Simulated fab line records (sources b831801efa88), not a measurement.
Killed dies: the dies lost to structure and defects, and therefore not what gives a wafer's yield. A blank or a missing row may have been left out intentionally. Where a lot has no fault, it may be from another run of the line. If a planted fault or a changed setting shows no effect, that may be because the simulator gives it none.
Tool commonality check || flow sky130 || Lots sampled 11, wafers sampled 42

## WHY THIS WAS OPENED
Of 11 lots, 3 have the reading SPACER_CVD_00_THK flagged at SKY_SPACER_THK_MEAS_01. Wafers without a fault read 43.4 nm, standard deviation 0.44.
Rule: a lot gets a flag if all its wafers with a number sit over 4 standard deviations from that mean, or if no wafer of it has a number. The rest of the lots are taken to be sound.

{"lot": "L583", "measured": "day 22 20:26", "on": "filmMetro-03", "SPACER_CVD_00_THK (nm), wafer by wafer": "43.6 43.8 43.2", "flag": ""}
{"lot": "L587", "measured": "day 23 23:50", "on": "filmMetro-03", "SPACER_CVD_00_THK (nm), wafer by wafer": "43.1 42.6 43.3", "flag": ""}
{"lot": "L586", "measured": "day 24 01:02", "on": "filmMetro-02", "SPACER_CVD_00_THK (nm), wafer by wafer": "43.7 43.2 43.6", "flag": ""}
{"lot": "L588", "measured": "day 24 15:58", "on": "filmMetro-01", "SPACER_CVD_00_THK (nm), wafer by wafer": "43.1 42.8 42.7", "flag": ""}
{"lot": "L589", "measured": "day 25 04:39", "on": "filmMetro-03", "SPACER_CVD_00_THK (nm), wafer by wafer": "43.3 43.9 43.5", "flag": ""}
{"lot": "L592", "measured": "day 26 04:08", "on": "filmMetro-03", "SPACER_CVD_00_THK (nm), wafer by wafer": "43.2 43.1 43.1", "flag": ""}
{"lot": "L595", "measured": "day 27 05:21", "on": "filmMetro-02", "SPACER_CVD_00_THK (nm), wafer by wafer": "25.7 25.6 25.5 25.7 25.6 25.5", "flag": "FLAGGED"}
{"lot": "L596", "measured": "day 27 12:35", "on": "filmMetro-03", "SPACER_CVD_00_THK (nm), wafer by wafer": "25.9 26.8 26.4 25.9 26.8 26.5", "flag": "FLAGGED"}
{"lot": "L597", "measured": "day 28 02:58", "on": "filmMetro-01", "SPACER_CVD_00_THK (nm), wafer by wafer": "26.9 27.3 27.2 26.9 27.3 27.1", "flag": "FLAGGED"}
{"lot": "L605", "measured": "day 30 11:46", "on": "filmMetro-03", "SPACER_CVD_00_THK (nm), wafer by wafer": "43.1 43.2 43.2", "flag": ""}
{"lot": "L606", "measured": "day 30 14:58", "on": "filmMetro-03", "SPACER_CVD_00_THK (nm), wafer by wafer": "43.7 43.3 43.5", "flag": ""}
Average over the flagged lots: 26.4 nm; offset from the usual -17.0 nm, equal to -39 standard deviations.

## EACH LOT AND THE TOOL IT RAN ON
The record keeps 1 process step preceding the reading, out of 708 steps on the route. In each cell: the tool, then ch and the chambers that the sampled wafers went through, then the start.
{"lot": "L583", "flag": "", "SKY_SPACER_CVD_00": "lpcvd-02 ch 0, day 22 19:14"}
{"lot": "L587", "flag": "", "SKY_SPACER_CVD_00": "lpcvd-02 ch 0, day 23 22:37"}
{"lot": "L586", "flag": "", "SKY_SPACER_CVD_00": "lpcvd-02 ch 0, day 23 23:50"}
{"lot": "L588", "flag": "", "SKY_SPACER_CVD_00": "lpcvd-02 ch 0, day 24 14:46"}
{"lot": "L589", "flag": "", "SKY_SPACER_CVD_00": "lpcvd-02 ch 0, day 25 03:26"}
{"lot": "L592", "flag": "", "SKY_SPACER_CVD_00": "lpcvd-02 ch 0, day 26 02:56"}
{"lot": "L595", "flag": "FLAGGED", "SKY_SPACER_CVD_00": "lpcvd-02 ch 1, day 27 04:08"}
{"lot": "L596", "flag": "FLAGGED", "SKY_SPACER_CVD_00": "lpcvd-02 ch 1, day 27 11:23"}
{"lot": "L597", "flag": "FLAGGED", "SKY_SPACER_CVD_00": "lpcvd-02 ch 0, day 28 01:46"}
{"lot": "L605", "flag": "", "SKY_SPACER_CVD_00": "lpcvd-02 ch 0, day 30 10:32"}
{"lot": "L606", "flag": "", "SKY_SPACER_CVD_00": "lpcvd-02 ch 1, day 30 13:46"}
These steps, and what they do:
- SKY_SPACER_CVD_00: deposits Si3N4 from DCS/NH3, target thk 43.1 nm, time 740 s.
- SKY_SPACER_THK_MEAS_01

## FLAGGED AGAINST TOTAL, ONE TOOL AT A TIME (gauges that did the reading follow at the end)
{"step": "SKY_SPACER_CVD_00", "tool": "lpcvd-02", "lots run": 11, "flagged": 3, "share of the flagged lots": "all", "sound lots run after its first flagged lot": "2 (L605,L606)"}
{"step": "SKY_SPACER_THK_MEAS_01", "tool": "filmMetro-01", "lots run": 2, "flagged": 1, "share of the flagged lots": "some", "sound lots run after its first flagged lot": 0}
{"step": "SKY_SPACER_THK_MEAS_01", "tool": "filmMetro-02", "lots run": 2, "flagged": 1, "share of the flagged lots": "some", "sound lots run after its first flagged lot": 0}
{"step": "SKY_SPACER_THK_MEAS_01", "tool": "filmMetro-03", "lots run": 7, "flagged": 1, "share of the flagged lots": "some", "sound lots run after its first flagged lot": "2 (L605,L606)"}

## WHAT THE TABLE PERMITS
1 row of the table ran every flagged lot: lpcvd-02 at SKY_SPACER_CVD_00.
- lpcvd-02 at SKY_SPACER_CVD_00 ran 11 lots, 3 of them flagged. Sound lots followed the first flagged one (L605, L606) on it, something a lasting fault affecting the whole tool could not allow.
There is no row in the table that ran each flagged lot and no sound lot after the first.

## WHAT THE SIMULATOR PUT IN
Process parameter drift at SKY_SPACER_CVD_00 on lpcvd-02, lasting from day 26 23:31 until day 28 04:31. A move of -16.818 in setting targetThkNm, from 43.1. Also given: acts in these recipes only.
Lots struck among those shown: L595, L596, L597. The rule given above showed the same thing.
